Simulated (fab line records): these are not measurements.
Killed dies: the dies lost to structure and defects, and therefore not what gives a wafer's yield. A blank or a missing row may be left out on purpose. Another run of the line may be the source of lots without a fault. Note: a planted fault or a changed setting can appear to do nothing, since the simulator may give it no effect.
8D (eight disciplines) problem report, filled in by code | flow sky130 | the parts of the form that need people (team, actions taken, sign-off) are left out

## 1. THE PROBLEM
Across 6 wafers from 2 lots, VT_ADJUST_HVTR_TW at SKY_VT_ADJUST_HVTR_TW_MEAS_11 averages 201.6, while fault-free wafers read 212.7 with a standard deviation of 1.1. That puts it -10 standard deviations away from the usual mean.
First observed at day 13 17:55: wafer L264.4, on film metro-04. At this step, 36 wafers from 12 lots have a number in the record. Rule for "out", or "out of limits": more than 4 standard deviations from the usual mean. All remaining wafers that have a number are taken as sound.

## 2. WHAT IT IS AND WHAT IT IS NOT
question                    | is                     | is not
which readings at this step | VT_ADJUST_HVTR_TW      | -
which lots                  | L264, L265             | L249, L250, L252, L253, L254, L255, L258, L260, L262, L272
which wafers of those lots  | all that have a number | -
read on which gauges        | film metro-04          | film metro-01, film metro-02
when                        | from day 13 17:55      | up to then (27 sound wafers); but 3 sound wafers of L272 came after

## 3. WHAT RULES OUT EACH SUSPECT
Counting: a tool stays on the suspect list if, at a process step up to the reading, it processed all lots that are out and no sound lot following the first of them.
- the gauge at SKY_VT_ADJUST_HVTR_TW_MEAS_11: ruled out. All the wafers that are out were read on film metro-04, but those of them that SKY_VT_ADJUST_HVTR_IMPLANT_09 has rows for are out there too, on other tools.
- implanter-04 at SKY_VT_ADJUST_HVTR_IMPLANT_09: kept. It processed each lot that is out, first L264 at day 13 17:43, and no sound lot thereafter; up to then, the last sound lot it processed was L262 at day 13 11:41. On those wafers its own readings are out: beam on s, faraday current uA.
Remaining after the count: implanter-04 at SKY_VT_ADJUST_HVTR_IMPLANT_09.

## 4. THE CAUSE (what the simulator had put in)
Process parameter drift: implanter-04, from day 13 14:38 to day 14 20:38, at SKY_VT_ADJUST_HVTR_IMPLANT_09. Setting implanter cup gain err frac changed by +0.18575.
This tool alone remained once counting was done.

## 5. THE CHAIN OF EFFECTS, in route order
Rows list readings where the struck wafers' mean (over those with a number) sits beyond 3 standard deviations from the usual. Only readings whose record carries a usual standard deviation are examined. hours: median over the lots of the time between each lot's start at the first step of this table that gives one and its start at this step. sigmas: the change, counted in usual standard deviations.
hours | step                          | reading            | usual   | on struck wafers | change | sigmas
0     | SKY_VT_ADJUST_HVTR_IMPLANT_09 | beam on s          | 10.00 s | 8.40             | -1.60  | -7.3
0     | SKY_VT_ADJUST_HVTR_IMPLANT_09 | faraday current uA | 11.85   | 14.08            | +2.23  | +8.6
0     | SKY_VT_ADJUST_HVTR_TW_MEAS_11 | VT_ADJUST_HVTR_TW  | 212.7   | 201.6            | -11.1  | -10
It contains these process steps:
- SKY_VT_ADJUST_HVTR_IMPLANT_09
Later steps that measure or inspect, where all struck wafers having a row at the step show a number for every such reading and not one has moved that far: SKY_LDD_N_OVL_MEAS_07, SKY_LDD_P_OVL_MEAS_08.

## 6. WHAT WOULD HAVE CAUGHT IT SOONER
The first out-of-limits reading at a measuring or inspecting step in this record came at day 13 17:55, 3 hours after the fault's start at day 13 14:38.
At SKY_VT_ADJUST_HVTR_IMPLANT_09, the tool's own readings (beam on s, faraday current uA) were out on each struck wafer the step has a row for, so an alarm limit on them would have fired on the first such wafer.
Of the lots that are out (2), L265 began SKY_VT_ADJUST_HVTR_IMPLANT_09 on implanter-04 after day 13 17:55. Putting the tool on hold at that point would have spared it.
